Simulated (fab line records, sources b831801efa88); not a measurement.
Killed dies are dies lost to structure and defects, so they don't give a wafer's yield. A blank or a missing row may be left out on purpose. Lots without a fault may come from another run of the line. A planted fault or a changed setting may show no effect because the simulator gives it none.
One fault seen from 2 desks | flow sky130 | each desk has only its own numbers; what lay behind them comes last

THE TOOL OWNER'S DESK: implanter-01
The tool's own readings at SKY_NWELL_IMPLANT_11: means of the sampled wafers that have a number, for each lot that ran on this tool. A lot is out of limits, marked OUT, if its mean lies more than 4 standard deviations from the usual mean; the brackets give that distance.
Columns: A = beam_energy_keV at SKY_NWELL_IMPLANT_11, usual 399.98
lot  | first seen here | A
L210 | day 4 23:27     | 400.03
L211 | day 5 04:41     | 400.12
L215 | day 6 05:18     | 399.96
L218 | day 6 19:53     | 418.50 (+99 or more) OUT
L220 | day 7 11:34     | 418.34 (+99 or more) OUT
This desk's finding: out of limits on L218, L220; first on L218, day 6 19:53 (beam_energy_keV at SKY_NWELL_IMPLANT_11). In limits: L210, L211, L215.

THE METROLOGY DESK
What the gauges read, lot by lot, whatever tool the lot ran on: means of the sampled wafers that have a number. A lot is out of limits, marked OUT, if its mean lies more than 4 standard deviations from the usual mean; the brackets give that distance.
Columns: A = NWELL_RS at SKY_NWELL_RS_MEAS_29, usual 624.9 ohm/sq; B = CONTACT_HDPCVD_THK at SKY_CONTACT_THK_MEAS_03, usual 566 nm
lot  | first seen here | A                | B
L210 | day 5 18:29     | 627.5            | 556
L211 | day 5 23:29     | 622.5            | 570
L215 | day 7 01:06     | 624.8            | 558
L217 | day 7 13:54     | 626.3            | 566
L218 | day 7 16:49     | 618.8 (-4.1) OUT | 567
L220 | day 8 08:26     | 619.3            | 562
L226 | day 10 02:52    | 623.8            | 572
L227 | day 10 06:11    | 623.2            | 574
L228 | day 10 10:19    | 623.0            | 569
L229 | day 10 20:20    | 625.4            | 564
L230 | day 11 00:25    | 625.4            | 564
L231 | day 11 06:14    | 624.4            | 552
This desk's finding: out of limits on L218; first on L218, day 7 16:49 (NWELL_RS at SKY_NWELL_RS_MEAS_29). In limits: L210, L211, L215, L217, L220, L226, L227, L228, L229, L230, L231.

PUT TOGETHER
The tool owner's desk could have raised an alarm at day 6 19:53, on L218, L220.
The metrology desk could have raised an alarm at day 7 16:49, on L218.
The metrology desk has L220 on record, within its limits.
Of the lots named, all ran SKY_NWELL_IMPLANT_11 on implanter-01.

WHAT THE SIMULATOR HAD PUT IN
Process parameter drift: implanter-01, from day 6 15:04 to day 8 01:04, at SKY_NWELL_IMPLANT_11. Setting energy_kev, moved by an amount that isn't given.
Lots struck among those shown: L218, L220.
Hours from the fault's start to each desk's first reading out of limits: the tool owner's desk, 5; the metrology desk, 26.
